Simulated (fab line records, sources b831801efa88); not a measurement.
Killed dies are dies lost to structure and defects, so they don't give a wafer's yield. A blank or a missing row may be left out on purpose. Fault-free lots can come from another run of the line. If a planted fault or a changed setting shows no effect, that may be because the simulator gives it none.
Which of the tools did it? ; flow sky130 ; 7 lots with 21 wafers sampled at 2 steps, on a route of 708 steps

== WHAT THE GAUGES SHOWED, per wafer ==
SKY_VIA3_THK_MEAS_01.
lot;measured;on;VIA3_HDPCVD_THK (nm)
L263;day 39 06:47;film metro-01;1628 1637 1629
L264;day 40 01:13;film metro-02;1637 1652 1629
L267;day 40 11:15;film metro-04;1629 1641 1621
L268;day 40 19:50;film metro-04;1644 1635 1650
L271;day 41 14:02;film metro-04;1971 1968 1979
L278;day 43 09:49;film metro-01;1638 1606 1632
L285;day 45 05:58;film metro-01;1599 1616 1607

== WHAT TOOL EACH LOT RAN ON (gives the tool, then ch and the chambers of the sampled wafers, and finally the start) ==
lot;SKY_VIA3_HDPCVD_00
L263;hdpcvd-02 ch 1,2, day 39 06:37
L264;hdpcvd-01 ch 0,2, day 40 01:03
L267;hdpcvd-02 ch 1,2, day 40 11:04
L268;hdpcvd-01 ch 0,2, day 40 19:39
L271;hdpcvd-01 ch 1,2, day 41 13:52
L278;hdpcvd-02 ch 0,2, day 43 09:38
L285;hdpcvd-02 ch 0,1,2, day 45 05:50
- SKY_VIA3_HDPCVD_00: deposits SiO2, target thk 1635 nm, time 272.5 s.

== THE ANSWER, worked out from the rows above alone ==
Rule: the usual values come from the lots themselves. Put in order of their means at a reading, lots are off if they are a third of the lots or fewer, leave a main group of 4 or more, and stand apart from it by a gap of 3 or more times the standard deviation of the main group's means; of several such gaps the widest counts. A main group is skipped when, at the precision printed for the reading in the tables above, its means are all equal. A lot without any number at a reading at which 4 lots or more have one is off too. The other lots that the step has rows for count as sound.
Off: L271, at SKY_VIA3_THK_MEAS_01 (VIA3_HDPCVD_THK). The main group: mean 1629 nm, standard deviation 11.
A tool fits if, at a process step before that reading, it ran every lot that is off, and no sound lot after the first of them. Those tools and the gauges at SKY_VIA3_THK_MEAS_01 are tried in the same way. 2 tools fit, hdpcvd-01 at SKY_VIA3_HDPCVD_00 and film metro-04 at SKY_VIA3_THK_MEAS_01, so this cannot tell which one it is.

== WHAT THE SIMULATOR PUT IN ==
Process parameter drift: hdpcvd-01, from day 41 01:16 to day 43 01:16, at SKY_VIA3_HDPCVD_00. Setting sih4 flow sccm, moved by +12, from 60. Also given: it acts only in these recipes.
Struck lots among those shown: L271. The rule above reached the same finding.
